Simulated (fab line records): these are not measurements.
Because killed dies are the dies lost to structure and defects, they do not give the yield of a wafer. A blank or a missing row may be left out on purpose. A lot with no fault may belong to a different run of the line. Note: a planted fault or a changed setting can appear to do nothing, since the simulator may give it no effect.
A lot that was struck, set against a sound lot | flow gf180mcu | 16 out of 602 route steps
Sound: these wafers, L438.2, L438.3, L438.4. Wafers L446.1, L446.3, L446.6 were the ones struck. The cause is named last.
For every step that has rows: the tool of each side, followed by ch and its chambers, followed by its first start. Under that, the readings that differ: sound wafers | struck wafers | difference of the means | sigmas: that difference in standard deviations of wafers without a fault.
alike: readings with means less than 2 such deviations apart, plus words and numbers identical on both sides. not compared: withheld readings, readings lacking a value on some wafer, bounds such as >300 that could conceal the same value, and numbers that have no deviation in the record and whose values overlap.
The two part at a step that has a row with sigmas, a row that says differs or no value, or rows on one side only. Numbers that have no deviation but don't overlap get no sigmas and don't part them. A reading that every wafer of one side lacks parts them only if that side has two wafers or more.

GF_POLY_GATE_ETCH_13: etches poly-Si in HBr/Cl2, stops on SiO2, target depth 198.5 nm, time 69.6 s.
  sound on rie-si-01 ch 2,3, day 10 19:50; struck on rie-si-01 ch 0,1,3, day 12 21:44
  alike: drypump-motor-current-A, oes-product-au, rf-fwd-power-W, throttle-valve-pct
  not compared: rf-hours-counter-h
GF_POLY_GATE_STRIP_14: strips in O2/N2.
  sound on plasma-asher-03 ch 0,1, day 10 19:53; struck on plasma-asher-02 ch 0,1, day 12 21:48
  reading            | sound       | struck      | difference | sigmas
  heater-power-w (W) | 278 301 287 | 329 344 351 | +53        | +2
  alike: drypump-motor-current-A, oes-product-au
  not compared: rf-hours-counter-h
then, 2 steps without rows for these wafers: GF_POLY_GATE_CLEAN_15 (cleans in SC1/SC2, time 150 s); GF_POLY_GATE_OXIDATION_16 (stabilise 600 s, purge 300 s, target thk 4 nm).
GF_POLY_GATE_THK_MEAS_17:
  sound: film-metro-04 at day 11 00:08; struck: film-metro-04 at day 12 23:12
  alike: POLY_GATE_OXIDATION_THK
GF_POLY_GATE_CD_MEAS_18:
  sound: cd-sem-02 at day 11 00:13; struck: cd-sem-01 at day 12 23:16
  alike: cd-nm
then, 6 steps without rows for these wafers: GF_HV_LDD_DEHYDRATE_00 (time 60 s); GF_HV_LDD_HMDS_01 (prime time 60 s); GF_HV_LDD_COAT_02 (resist thk 1000 nm); GF_HV_LDD_SOFTBAKE_03 (time 60 s); GF_HV_LDD_EXPOSE_04 (exposes mask Nplus LV AREA, target cd 400 nm); GF_HV_LDD_PEB_05.
GF_HV_LDD_DEVELOP_06: develop time 60 s.
  sound on litho-track-02 ch 0, day 11 18:35; struck on litho-track-03 ch 0, day 13 19:08
  reading              | sound             | struck            | difference | sigmas
  developer-temp-C (C) | 23.05 23.18 22.96 | 20.75 20.64 20.63 | -2.39      | -22
GF_HV_LDD_CD_MEAS_07 targets a cd of 400 nm.
  sound: cd-sem-02 at day 11 18:44; struck: cd-sem-01 at day 13 19:17
  alike: cd-nm
GF_HV_LDD_OVL_MEAS_08:
  sound: overlay-02 at day 11 18:50; struck: overlay-01 at day 13 19:24
  alike: HV_LDD_OVL
-- the record jumps here: 19 days lie between the struck wafers' starts before and after (it left off in module HV_LDD and takes up again in module PASSIVATION, whose first step shown is number 602 of the route) --
GF_PASSIVATION_PROBE_99:
  record: rows for the struck wafers here (prober-01, day 32 23:26), none for the sound ones

## WHERE THEY PART
First at GF_POLY_GATE_STRIP_14; last, within this record, at GF_PASSIVATION_PROBE_99.

WHY: the cause the simulator had injected
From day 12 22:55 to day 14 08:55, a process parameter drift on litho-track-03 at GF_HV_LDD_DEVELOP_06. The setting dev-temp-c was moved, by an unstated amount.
